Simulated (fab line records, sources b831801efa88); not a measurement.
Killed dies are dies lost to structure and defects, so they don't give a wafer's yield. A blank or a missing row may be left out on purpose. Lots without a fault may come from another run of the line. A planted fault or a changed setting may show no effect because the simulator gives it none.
fab line records | flow gf180mcu
record lots=6 wafers=18 last_day=34
route steps=602 shown M3@413
lots that met no fault: from a run of the same line without faults
start_h: hours from the record's first day to the start of the lot's first wafer shown | wait_h: hours since the lot's step before | " the same as in the row above | L1.1+2: a row that stands for several wafers | - no value, or no start given | * or withheld: withheld | < > ~ a bound
route shown NAME@n: a module of which the file shows steps, and the number in the route of the first | usual: mean/standard deviation of fault-free wafers | same: alike in all rows | chamber/n: place in a boat | sites: the reading at each site | _std_site: their standard deviation | _edge_site: outer sites' mean less inner sites' | radius_mm: how far each site lies from the wafer's centre | mask NAME#n: copy n | behind: the tool/chamber that last shaped the wafer | hold: why the lot was held/for how many hours/how that ended | device: the transistor (n, p or np) that didn't switch | end of line: the same wafers' tests at the end of the route | a step without rows: its recipe alone | killed: dies lost to structure and defects at the first sort, not the wafer's yield | map: a wafer's dies, x killed, . not, _ none there
set.NAME: the setting as run; set.NAME@STEP: as run at that earlier step | model.NAME: the simulator's own value behind a step, which no gauge read
lots at some steps of the route; a table a step, a row a wafer
services: from which hour (start_h, from the record's first day; less than 0 if before it) a tool's chamber was out of use, for how many hours, and why
## steps
# step GF_M3_SPUTTER_04
# recipe material=TiN target_thk_nm=50 power_w=6500 time_s=41.7 chamber_pressure_pa=0.4
# usual throttle_valve_pct=30.5/0.62
# columns lot.wafer tool chamber start_h wait_h throttle_valve_pct
L287.1 pvd_sputter-04 - 490.54 0.0 30.8
L287.5 " - " " 31.0
L287.6 " - " " 31.1
L291.3 pvd_sputter-02 - 531.19 0.0 30.2
L291.4 " - " " 30.1
L291.5 " - " " 29.9
L298.2 pvd_sputter-04 - 601.00 0.0 31.3
L298.3 " - " " 31.2
L298.6 " - " " 31.1
L301.1 pvd_sputter-03 - 612.79 0.0 30.5
L301.3 " - " " 30.5
L301.4 " - " " 29.5
L302.1 pvd_sputter-04 - 615.39 0.0 29.7
L302.3 " - " " 31.5
L302.4 " - " " 31.0
L307.3 pvd_sputter-04 - 660.48 0.0 31.1
L307.4 " - " " 30.2
L307.6 " - " " 29.7
# step GF_M3_RS_MEAS_05
# recipe thk_meas_gauge=four-point-probe reads=TiN_of_M3_SPUTTER_04+Ti_of_M3_SPUTTER_03+AlCu_of_M3_SPUTTER_02+TiN_of_M3_SPUTTER_01+Ti_of_M3_SPUTTER_00
# usual M3_ALCU_RS=0.0695/0.00077
# columns lot.wafer tool chamber start_h wait_h M3_ALCU_RS[ohm/sq]
L287.1 film_metro-01 - 490.58 0.0 0.0708
L287.5 " - " " 0.0697
L287.6 " - " " 0.0705
L291.3 film_metro-04 - 531.27 0.1 0.0702
L291.4 " - " " 0.0704
L291.5 " - " " 0.0708
L298.2 film_metro-04 - 601.06 0.0 0.0693
L298.3 " - " " 0.0692
L298.6 " - " " 0.0689
L301.1 film_metro-01 - 612.83 0.0 0.0689
L301.3 " - " " 0.0690
L301.4 " - " " 0.0694
L302.1 film_metro-01 - 615.43 0.0 0.0693
L302.3 " - " " 0.0697
L302.4 " - " " 0.0694
L307.3 film_metro-03 - 660.56 0.1 0.0689
L307.4 " - " " 0.0691
L307.6 " - " " 0.0689
# step GF_M3_THK_MEAS_06
# recipe thk_meas_gauge=xrf reads=AlCu_of_M3_SPUTTER_02
# usual M3_ALCU_THK=446/5.1
# columns lot.wafer tool chamber start_h wait_h M3_ALCU_THK[nm]
L287.1 film_metro-01 - 490.70 0.1 438
L287.5 " - " " 444
L287.6 " - " " 437
L291.3 film_metro-04 - 531.37 0.1 441
L291.4 " - " " 439
L291.5 " - " " 439
L298.2 film_metro-04 - 601.17 0.1 448
L298.3 " - " " 450
L298.6 " - " " 450
L301.1 film_metro-01 - 612.95 0.1 455
L301.3 " - " " 451
L301.4 " - " " 450
L302.1 film_metro-01 - 615.55 0.1 452
L302.3 " - " " 446
L302.4 " - " " 450
L307.3 film_metro-03 - 660.66 0.1 448
L307.4 " - " " 446
L307.6 " - " " 447
# step GF_M3_DEHYDRATE_07
# recipe temp_c=200 time_s=60
# step GF_M3_HMDS_08
# recipe prime_time_s=60 prime_temp_c=120
# step GF_M3_COAT_09
# recipe resist=KrF spin_rpm=withheld resist_thk_nm=1000
# step GF_M3_SOFTBAKE_10
# recipe temp_c=130 time_s=60 resist=KrF
# step GF_M3_EXPOSE_11
# recipe mask_id=Metal3 target_cd_nm=280 na=0.68 source_shape=conventional sigma_outer=0.6 dose_mj=28
# step GF_M3_PEB_12
# recipe peb_temp_c=135 peb_time_s=90 resist=KrF
# step GF_M3_DEVELOP_13
# recipe develop_time_s=60 dev_temp_c=21
# step GF_M3_CD_MEAS_14
# recipe target_cd_nm=280
# usual cd_nm=280.0/1.2
# columns lot.wafer tool chamber start_h wait_h cd_nm
L287.1 cd_sem-02 - 514.45 0.1 278.6
L287.5 " - " " 280.9
L287.6 " - " " 280.0
L291.3 cd_sem-02 - 553.64 0.1 281.4
L291.4 " - " " 280.6
L291.5 " - " " 280.9
L298.2 cd_sem-02 - 622.26 0.1 276.8
L298.3 " - " " 279.0
L298.6 " - " " 278.6
L301.1 cd_sem-02 - 632.29 0.1 280.0
L301.3 " - " " 278.7
L301.4 " - " " 279.0
L302.1 cd_sem-02 - 635.50 0.1 279.3
L302.3 " - " " 279.4
L302.4 " - " " 279.2
L307.3 cd_sem-01 - 679.68 0.1 281.1
L307.4 " - " " 280.4
L307.6 " - " " 281.3
# step GF_M3_OVL_MEAS_15
# usual M3_OVL=1/4.2
# columns lot.wafer tool chamber start_h wait_h M3_OVL[nm]
L287.1 overlay-02 - 514.57 0.1 -8
L287.5 " - " " -2
L287.6 " - " " -4
L291.3 overlay-01 - 553.73 0.1 4
L291.4 " - " " -2
L291.5 " - " " 0
L298.2 overlay-01 - 622.37 0.1 6
L298.3 " - " " 8
L298.6 " - " " 5
L301.1 overlay-02 - 632.41 0.1 -1
L301.3 " - " " 0
L301.4 " - " " -1
L302.1 overlay-02 - 635.62 0.1 -3
L302.3 " - " " -7
L302.4 " - " " -6
L307.3 overlay-02 - 679.78 0.1 1
L307.4 " - " " 4
L307.6 " - " " 7
# step GF_M3_METAL_ETCH_16
# recipe chemistry=Cl2/BCl3 mask_material=KrF target_depth_nm=750.8 stop_on=SiO2 pressure_mtorr=8 icp_w=800 bias_w=140 Cl2_flow_sccm=80 bcl3_flow_sccm=40 time_s=121.9
# usual drypump_motor_current_A=5.9/0.41 oes_product_au=1.000/0.0063 throttle_valve_pct=28.219/0.0099
# columns lot.wafer tool chamber start_h wait_h drypump_motor_current_A oes_product_au rf_hours_counter_h throttle_valve_pct model.KrF_of_M3_COAT_09.thk_nm
L287.1 rie_metal-04 0 514.60 0.0 5.7 0.997 10 28.217 698.4
L287.5 " 0 " " 5.7 0.998 - 28.220 692.3
L287.6 " 1 " " 6.5 0.997 - 28.240 695.3
L291.3 rie_metal-04 0 553.79 0.1 5.7 1.000 - 28.218 688.4
L291.4 " 1 " " 6.5 1.000 - 28.221 686.9
L291.5 " 1 " " 6.5 0.997 - 28.217 692.2
L298.2 rie_metal-04 0 622.40 0.0 5.7 0.723 14 28.520 822.4
L298.3 " 0 " " 5.7 0.722 - 28.503 822.9
L298.6 " 1 " " 6.5 0.729 - 28.525 819.6
L301.1 rie_metal-01 1 632.45 0.0 5.8 1.004 13 28.210 686.5
L301.3 " 1 " " 5.9 1.004 - 28.214 689.5
L301.4 " 0 " " 5.2 0.997 - 28.227 693.4
L302.1 rie_metal-04 1 635.65 0.0 6.5 0.733 2 28.512 820.7
L302.3 " 1 " " 6.5 0.725 - 28.511 816.1
L302.4 " 0 " " 5.8 0.733 - 28.523 818.3
L307.3 rie_metal-03 1 679.84 0.1 5.7 0.990 - 28.222 695.3
L307.4 " 0 " " 6.2 1.000 - 28.230 690.3
L307.6 " 0 " " 6.2 0.999 - 28.216 693.1
# step GF_M3_STRIP_17
# recipe chemistry=O2/N2 power_w=1400 pressure_mtorr=1500 platen_temp_c=250 o2_flow_sccm=3000 n2_flow_sccm=300 overash_fraction=0.5
# usual drypump_motor_current_A=5.49/0.27 heater_power_w=324/33 oes_product_au=0.540/0.0048 strip_time_to_endpoint_s=7.45/0.048
# columns lot.wafer tool chamber start_h wait_h drypump_motor_current_A heater_power_w oes_product_au rf_hours_counter_h strip_time_to_endpoint_s
L287.1 plasma_asher-01 0 514.73 0.1 5.12 353 0.544 73 7.53
L287.5 " 0 " " 5.11 358 0.544 - 7.45
L287.6 " 1 " " 4.96 381 0.538 - 7.49
L291.3 plasma_asher-02 0 553.91 0.1 5.55 273 0.543 - 7.43
L291.4 " 1 " " 5.75 343 0.542 - 7.41
L291.5 " 0 " " 5.57 277 0.546 - 7.45
L298.2 plasma_asher-03 1 622.53 0.1 5.71 315 0.588 101 8.72
L298.3 " 0 " " 5.54 313 0.593 - 8.71
L298.6 " 0 " " 5.52 317 0.591 - 8.69
L301.1 plasma_asher-03 0 632.58 0.1 5.48 305 0.540 102 7.38
L301.3 " 1 " " 5.69 310 0.537 - 7.44
L301.4 " 0 " " 5.46 305 0.533 - 7.48
L302.1 plasma_asher-02 0 635.78 0.1 5.56 277 0.593 54 8.72
L302.3 " 0 " " 5.58 276 0.586 - 8.66
L302.4 " 1 " " 5.76 342 0.592 - 8.69
L307.3 plasma_asher-02 0 679.96 0.1 5.57 269 0.537 - 7.48
L307.4 " 1 " " 5.73 335 0.543 - 7.44
L307.6 " 1 " " 5.76 342 0.536 - 7.45
# step GF_M3_STRIP_18
# recipe chemistry=post_etch_residue_remover time_s=1200 temp_c=72.5
## services
# columns tool chamber start_h hours kind
plasma_asher-03 - 474.47 2.7 repair
pvd_sputter-02 - 503.50 1.7 repair
rie_metal-04 - 509.30 4.3 pm
plasma_asher-02 - 548.35 5.4 repair
pvd_sputter-02 2 552.77 - consumable_replace:kit
pvd_sputter-03 - 556.36 9.2 repair
rie_metal-04 1 559.91 - clean
rie_metal-04 1 559.91 15.2 scheduled_down
rie_metal-04 1 559.91 15.2 vent_cycle
rie_metal-01 - 568.76 0.8 repair
pvd_sputter-02 - 580.93 1.2 repair
pvd_sputter-02 - 587.65 4.8 repair
pvd_sputter-04 - 591.21 1.6 repair
pvd_sputter-04 2 597.64 - consumable_replace:kit
pvd_sputter-04 2 597.64 18.0 scheduled_down
pvd_sputter-04 2 597.64 18.0 vent_cycle
rie_metal-01 0 600.60 9.9 repair
pvd_sputter-03 - 641.55 0.9 repair
rie_metal-04 0 653.44 - clean
rie_metal-04 0 653.44 23.0 scheduled_down
rie_metal-04 0 653.44 23.0 vent_cycle
rie_metal-03 - 657.63 15.6 pm
plasma_asher-01 - 669.64 3.5 repair
pvd_sputter-04 - 675.06 1.9 repair
## key
first_sign step=GF_M3_METAL_ETCH_16 reading=oes_product_au direction=down sigmas=43 usual=1.000 struck=0.728
effect step=GF_M3_METAL_ETCH_16 reading=throttle_valve_pct direction=up sigmas=30 usual=28.219 struck=28.516
effect step=GF_M3_STRIP_17 reading=strip_time_to_endpoint_s direction=up sigmas=26 usual=* struck=*
model_effect step=GF_M3_METAL_ETCH_16 value=KrF_of_M3_COAT_09.thk_nm without=689.1 struck=820
met_at GF_M3_METAL_ETCH_16
struck_wafers L298.2,L298.3,L298.6,L302.1,L302.3,L302.4
later_rows_left_out L298.2,L298.3,L298.6,L302.1,L302.3,L302.4
sort_left_out L298.2,L298.3,L298.6,L302.1,L302.3,L302.4
onset_between 553.79 622.40
fault kind=process_parameter_drift tool=rie_metal-04 chamber=- onset_h=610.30 steps=GF_M3_METAL_ETCH_16 channel=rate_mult offset=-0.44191 shape=step end_h=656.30
# sort_left_out: the simulated sort isn't trusted on such a fault, so these wafers' sort isn't shown, and their yield isn't known
# later_rows_left_out: the simulator's readings of these wafers behind a module that went badly wrong aren't trusted and aren't shown, but for the sort
